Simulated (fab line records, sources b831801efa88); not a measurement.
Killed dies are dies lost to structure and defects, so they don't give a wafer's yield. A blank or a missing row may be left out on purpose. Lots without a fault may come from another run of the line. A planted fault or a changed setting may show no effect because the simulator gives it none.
Chamber matching | flow sky130 | SKY_LDD_LDN_CLEAN_14 on wet_bench-03: 4 sister chambers
The step cleans in SC1/SC2, time 150 s. 4 wafers are shown with their chamber, then 8 later ones without.

WAFERS WITH THEIR CHAMBER
wafer  | chamber | bath_heat_duty_pct (%)
L305.6 | 0       | 13.9
L308.6 | 2       | 12.9
L311.5 | 3       | 14.4
L314.3 | 1       | 14.3

WAFERS WITHOUT THEIR CHAMBER
wafer  | bath_heat_duty_pct (%)
L314.4 | 14.1
L314.5 | 14.2
L315.1 | 14.6
L315.3 | 14.0
L315.5 | 14.8
L316.1 | 14.9
L316.2 | 14.7
L316.3 | 13.9

WHICH CHAMBER EACH WENT THROUGH
wafer  | from the rows above          | in truth
L314.4 | can't be placed: 0 or 1 or 3 | 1
L314.5 | can't be placed: 1 or 3 or 0 | 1
L315.1 | can't be placed: 3 or 1 or 0 | 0
L315.3 | can't be placed: 0 or 1 or 3 | 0
L315.5 | can't be placed: 3 or 1 or 0 | 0
L316.1 | can't be placed: 3 or 1 or 0 | 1
L316.2 | can't be placed: 3 or 1 or 0 | 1
L316.3 | can't be placed: 0 or 1 or 3 | 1
Placed correctly: 0 of 8. Can't be placed from these rows: 8 (the true chamber is among the candidates in 8). Placed wrongly: 0.
How it was worked out, from the rows above alone: a wafer's distance from a chamber is the root of the sum, over the readings, of the square of ((its reading less the chamber's mean) divided by the reading's scatter). The wafer belongs to the nearest chamber; if the next one is less than 2 further off, it can't be placed. A chamber's mean is the mean of its shown wafers. The scatter: with one shown wafer a chamber, the root of the mean of the squares of how far each hidden wafer lies from its nearest shown one.
